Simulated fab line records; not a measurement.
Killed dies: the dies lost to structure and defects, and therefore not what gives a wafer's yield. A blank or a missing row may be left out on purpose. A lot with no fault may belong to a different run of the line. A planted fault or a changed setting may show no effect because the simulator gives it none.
Which tool was responsible? ; flow sky130 ; Sampling: 13 lots, 39 wafers, 4 of 708 route steps

== WHAT THE GAUGES READ, wafer by wafer ==
SKY_SD_N_RS_MEAS_16: the measuring method here is four-point-probe. Usual: SD_N_RS gives 68.61 ohm/sq (standard deviation 0.12).
lot;measured;on;SD_N_RS (ohm/sq);flag
L808;day 27 15:30;filmMetro-01;68.53 68.48 68.82;
L815;day 30 14:42;filmMetro-02;68.61 68.56 68.61;
L818;day 31 09:33;filmMetro-01;68.61 68.61 68.60;
L821;day 32 10:41;filmMetro-02;68.61 68.77 68.59;
L822;day 32 18:46;filmMetro-04;68.61 68.66 68.68;
L823;day 33 08:38;filmMetro-01;68.54 68.62 68.77;
L824;day 33 11:20;filmMetro-04;68.66 68.73 68.52;
L825;day 34 02:16;filmMetro-04;68.70 68.80 68.59;
L827;day 34 05:07;filmMetro-01;68.30 68.68 68.60;
L828;day 35 10:14;filmMetro-02;68.60 68.43 68.52;
L831;day 35 23:01;filmMetro-02;68.37 68.45 68.32;
L830;day 36 02:12;filmMetro-02;68.75 68.73 68.72;
L829;day 36 03:17;filmMetro-01;68.61 68.45 68.76;

== EACH LOT AND THE TOOL THAT RAN IT (in order: tool; ch and the chambers of the sampled wafers; start) ==
lot;SKY_POLY_GATE_ETCH_15;SKY_SD_P_IMPLANT_09;SKY_SD_N_RTA_14
L808;rieDiel-02 ch 1,3, day 15 23:49;implanter-04 ch 0, day 25 04:07;rtpAnneal-01 ch 0, day 27 15:19
L815;rieDiel-01 ch 0,1, day 19 05:31;implanter-04 ch 0, day 28 05:23;rtpAnneal-02 ch 0, day 30 14:31
L818;rieDiel-01 ch 2,3, day 20 03:07;implanter-04 ch 0, day 29 00:07;rtpAnneal-01 ch 0, day 31 09:22
L821;rieDiel-02 ch 1,2,3, day 21 05:31;implanter-03 ch 0, day 30 03:04;rtpAnneal-02 ch 0, day 32 10:31
L822;rieDiel-02 ch 0,1,2, day 21 16:49;implanter-01 ch 0, day 30 10:32;rtpAnneal-01 ch 0, day 32 18:33
L823;rieDiel-02 ch 0,1,3, day 22 08:52;implanter-03 ch 0, day 31 01:46;rtpAnneal-02 ch 0, day 33 08:28
L824;rieDiel-01 ch 0,1,2, day 22 10:10;implanter-01 ch 0, day 31 04:20;rtpAnneal-01 ch 0, day 33 11:08
L825;rieDiel-03 ch 0,2, day 23 05:01;implanter-04 ch 0, day 31 19:53;rtpAnneal-02 ch 0, day 34 02:04
L827;rieDiel-03 ch 1,2, day 23 10:13;implanter-03 ch 0, day 31 22:32;rtpAnneal-02 ch 0, day 34 04:56
L828;rieDiel-03 ch 0,1,3, day 24 14:55;implanter-04 ch 0, day 33 02:59;rtpAnneal-01 ch 0, day 35 10:03
L831;rieDiel-02 ch 0,2, day 25 07:28;implanter-01 ch 0, day 33 17:29;rtpAnneal-02 ch 0, day 35 22:50
L830;rieDiel-02 ch 0,2, day 25 09:04;implanter-01 ch 0, day 33 20:40;rtpAnneal-01 ch 0, day 36 02:02
L829;rieDiel-03 ch 0,3, day 25 09:09;implanter-04 ch 0, day 33 22:05;rtpAnneal-01 ch 0, day 36 03:06
- SKY_POLY_GATE_ETCH_15: etches BARC in N2/H2, stops on SiO2, time 118.5 s, target depth 110 nm.
- SKY_SD_P_IMPLANT_09
- SKY_SD_N_RTA_14: time 2 s.

== WHAT THE TOOLS THEMSELVES READ (means of the sampled wafers that have a number; where no wafer has one, the mark that the record gives instead) ==
SKY_POLY_GATE_ETCH_15. Usual: drypumpMotorCurrentA 5.8 A, standard deviation 0.41; oesProductAu 0.717 a.u., standard deviation 0.005; throttleValvePct 13.213 %, standard deviation 0.0091.
lot;tool;drypumpMotorCurrentA (A);oesProductAu (a.u.);throttleValvePct (%);flag
L808;rieDiel-02;5.9;0.719;13.220;
L815;rieDiel-01;5.7;0.717;13.205;
L818;rieDiel-01;5.2;0.718;13.214;
L821;rieDiel-02;5.8;0.719;13.210;
L822;rieDiel-02;5.8;0.718;13.208;
L823;rieDiel-02;5.9;0.715;13.213;
L824;rieDiel-01;5.9;0.721;13.213;
L825;rieDiel-03;6.1;0.716;13.211;
L827;rieDiel-03;5.9;0.721;13.212;
L828;rieDiel-03;5.9;0.713;13.206;
L831;rieDiel-02;5.7;0.721;13.215;
L830;rieDiel-02;5.9;0.718;13.209;
L829;rieDiel-03;5.9;0.719;13.220;

SKY_SD_P_IMPLANT_09. Usual: doseIonsCm2 3.0003e+15, standard deviation 2.5e+12; endStationPressureTorr 1.41e-05 Torr, standard deviation 1.3e-06.
lot;tool;doseIonsCm2;endStationPressureTorr (Torr);flag
L808;implanter-04;3.0013e+15;1.45e-05;
L815;implanter-04;3.0867e+15;1.37e-05;OFF
L818;implanter-04;3.0855e+15;1.43e-05;OFF
L821;implanter-03;2.9995e+15;1.16e-05;
L822;implanter-01;2.9990e+15;1.44e-05;
L823;implanter-03;3.0007e+15;1.25e-05;
L824;implanter-01;3.0001e+15;1.53e-05;
L825;implanter-04;2.9993e+15;1.43e-05;
L827;implanter-03;2.9980e+15;1.22e-05;
L828;implanter-04;3.0002e+15;1.36e-05;
L831;implanter-01;2.9990e+15;1.59e-05;
L830;implanter-01;2.9990e+15;1.56e-05;
L829;implanter-04;2.9991e+15;1.34e-05;

SKY_SD_N_RTA_14. Usual: lampPowerPct 15.74 %, standard deviation 0.051; wafer_temp_C_max 1078.0, standard deviation 1.2.
lot;tool;lampPowerPct (%);wafer_temp_C_max;flag
L808;rtpAnneal-01;15.74;1079.0;
L815;rtpAnneal-02;15.77;1077.3;
L818;rtpAnneal-01;15.70;1077.6;
L821;rtpAnneal-02;15.75;1078.3;
L822;rtpAnneal-01;15.72;1078.7;
L823;rtpAnneal-02;15.65;1077.9;
L824;rtpAnneal-01;15.71;1078.1;
L825;rtpAnneal-02;15.69;1078.4;
L827;rtpAnneal-02;15.78;1077.3;
L828;rtpAnneal-01;15.76;1076.9;
L831;rtpAnneal-02;15.74;1078.4;
L830;rtpAnneal-01;15.77;1078.5;
L829;rtpAnneal-01;15.75;1078.6;

== THE ANSWER, worked out from the rows above alone ==
Rule: take the mean of a lot's wafers that have a number; if it is more than 3 standard deviations from the usual mean, the lot is off. Also off: a lot with no number at a reading for which 4 or more lots have one. All remaining lots with rows at the step are treated as sound. First the gauges in route order, then the tools' own readings, where a lot's mean is used as printed above. At the first step where some lot is off, the reading lying furthest off is the one used; lots without a number count as furthest.
Off: L815, L818 (SKY_SD_P_IMPLANT_09, doseIonsCm2).
If a tool, at that step or one of the process steps before it, ran each lot that is off and ran no sound lot following the first of them, it fits. None of those tried fits.

== WHAT THE SIMULATOR PUT IN ==
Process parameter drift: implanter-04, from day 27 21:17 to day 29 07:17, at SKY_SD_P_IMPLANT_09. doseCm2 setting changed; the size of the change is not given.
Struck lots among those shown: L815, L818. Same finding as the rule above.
